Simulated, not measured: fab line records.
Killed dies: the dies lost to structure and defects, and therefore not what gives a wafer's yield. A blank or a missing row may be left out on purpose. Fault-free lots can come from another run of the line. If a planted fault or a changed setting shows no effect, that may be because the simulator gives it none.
Shared-tool check :: flow sky130 :: 12 lots and 36 wafers in the sample

## WHAT PROMPTED THE OPENING
Of 12 lots, 2 have the reading NWELL_01_OVL flagged at SKY_NWELL_OVL_MEAS_23. Fault-free wafers read -0.2 nm, with a standard deviation of 1.3.
Rule: a lot is flagged in two cases, either no wafer of it has a number, or all its wafers with numbers fall more than 4 standard deviations from that mean. All remaining lots are regarded as sound.

lot: L459
measured: day 5 15:55
on: overlay-02
NWELL_01_OVL (nm), wafer by wafer: 0.6 -0.5 -2.9
flag: 

lot: L461
measured: day 5 22:56
on: overlay-02
NWELL_01_OVL (nm), wafer by wafer: -1.3 -1.9 -3.3
flag: 

lot: L463
measured: day 6 10:05
on: overlay-02
NWELL_01_OVL (nm), wafer by wafer: -1.7 -2.4 -0.2
flag: 

lot: L465
measured: day 7 15:37
on: overlay-01
NWELL_01_OVL (nm), wafer by wafer: 0.9 -0.5 -0.5
flag: 

lot: L466
measured: day 7 16:20
on: overlay-01
NWELL_01_OVL (nm), wafer by wafer: 0.3 1.2 -0.9
flag: 

lot: L469
measured: day 8 03:23
on: overlay-02
NWELL_01_OVL (nm), wafer by wafer: 1.0 1.1 -1.3
flag: 

lot: L470
measured: day 9 04:28
on: overlay-01
NWELL_01_OVL (nm), wafer by wafer: 1.3 2.0 0.8
flag: 

lot: L472
measured: day 9 05:25
on: overlay-02
NWELL_01_OVL (nm), wafer by wafer: 0.1 0.9 2.2
flag: 

lot: L473
measured: day 9 12:53
on: overlay-02
NWELL_01_OVL (nm), wafer by wafer: 2.8 0.6 1.1
flag: 

lot: L474
measured: day 9 15:20
on: overlay-02
NWELL_01_OVL (nm), wafer by wafer: 252.3 255.7 255.1
flag: FLAGGED

lot: L477
measured: day 10 01:08
on: overlay-02
NWELL_01_OVL (nm), wafer by wafer: 256.3 255.9 255.5
flag: FLAGGED

lot: L481
measured: day 11 04:43
on: overlay-01
NWELL_01_OVL (nm), wafer by wafer: 0.8 1.9 1.1
flag: 
The numbers of the flagged lots are 255.1 nm on average: +255.3 nm against the usual, or +99 or more standard deviations.

## WHICH TOOL EACH LOT WENT THROUGH
The record holds 1 process step before the reading, out of a route of 708 steps. Read each cell as the tool, then ch plus the chambers that the sampled wafers visited, then the start.
lot: L459
flag: 
SKY_NWELL_EXPOSE_20: ilineStepper-01 ch 0, day 5 06:10

lot: L461
flag: 
SKY_NWELL_EXPOSE_20: ilineStepper-01 ch 0, day 5 14:18

lot: L463
flag: 
SKY_NWELL_EXPOSE_20: ilineStepper-01 ch 0, day 6 01:20

lot: L465
flag: 
SKY_NWELL_EXPOSE_20: ilineStepper-01 ch 0, day 7 05:58

lot: L466
flag: 
SKY_NWELL_EXPOSE_20: ilineStepper-01 ch 0, day 7 06:30

lot: L469
flag: 
SKY_NWELL_EXPOSE_20: ilineStepper-01 ch 0, day 7 17:29

lot: L470
flag: 
SKY_NWELL_EXPOSE_20: ilineStepper-02 ch 0, day 8 17:32

lot: L472
flag: 
SKY_NWELL_EXPOSE_20: ilineStepper-01 ch 0, day 8 18:25

lot: L473
flag: 
SKY_NWELL_EXPOSE_20: ilineStepper-01 ch 0, day 9 01:59

lot: L474
flag: FLAGGED
SKY_NWELL_EXPOSE_20: ilineStepper-01 ch 0, day 9 05:05

lot: L477
flag: FLAGGED
SKY_NWELL_EXPOSE_20: ilineStepper-01 ch 0, day 9 14:15

lot: L481
flag: 
SKY_NWELL_EXPOSE_20: ilineStepper-02 ch 0, day 10 17:28
What is done by these steps:
- SKY_NWELL_EXPOSE_20: exposes mask NWM COMPLEMENT, target cd 840 nm.
- SKY_NWELL_OVL_MEAS_23

## FLAGGED AGAINST TOTAL, ONE TOOL AT A TIME (gauges that did the reading follow at the end)
step: SKY_NWELL_EXPOSE_20
tool: ilineStepper-01
lots run: 10
flagged: 2
share of the flagged lots: all
sound lots run after its first flagged lot: 0

step: SKY_NWELL_EXPOSE_20
tool: ilineStepper-02
lots run: 2
flagged: 0
share of the flagged lots: none
sound lots run after its first flagged lot: -

step: SKY_NWELL_OVL_MEAS_23
tool: overlay-01
lots run: 4
flagged: 0
share of the flagged lots: none
sound lots run after its first flagged lot: -

step: SKY_NWELL_OVL_MEAS_23
tool: overlay-02
lots run: 8
flagged: 2
share of the flagged lots: all
sound lots run after its first flagged lot: 0

## WHAT THE TABLE ALLOWS
Table rows that saw every flagged lot: 2, namely ilineStepper-01 at SKY_NWELL_EXPOSE_20 and overlay-02 at SKY_NWELL_OVL_MEAS_23.
- ilineStepper-01 at SKY_NWELL_EXPOSE_20: 2 of its 10 lots flagged. It ran its last sound lot, L473, at day 9 01:59 and its first flagged lot, L474, at day 9 05:05: a fault with its onset between the two fits.
- overlay-02 at SKY_NWELL_OVL_MEAS_23: 2 of its 8 lots flagged. It ran its last sound lot, L473, at day 9 12:53 and its first flagged lot, L474, at day 9 15:20: a fault with its onset between the two fits.
Because each of these 2 tools fits a fault that began at some hour, counting lots does not separate them. More lots, or a look at what each step does to the wafer, might.

## WHAT THE SIMULATOR HAD PUT IN
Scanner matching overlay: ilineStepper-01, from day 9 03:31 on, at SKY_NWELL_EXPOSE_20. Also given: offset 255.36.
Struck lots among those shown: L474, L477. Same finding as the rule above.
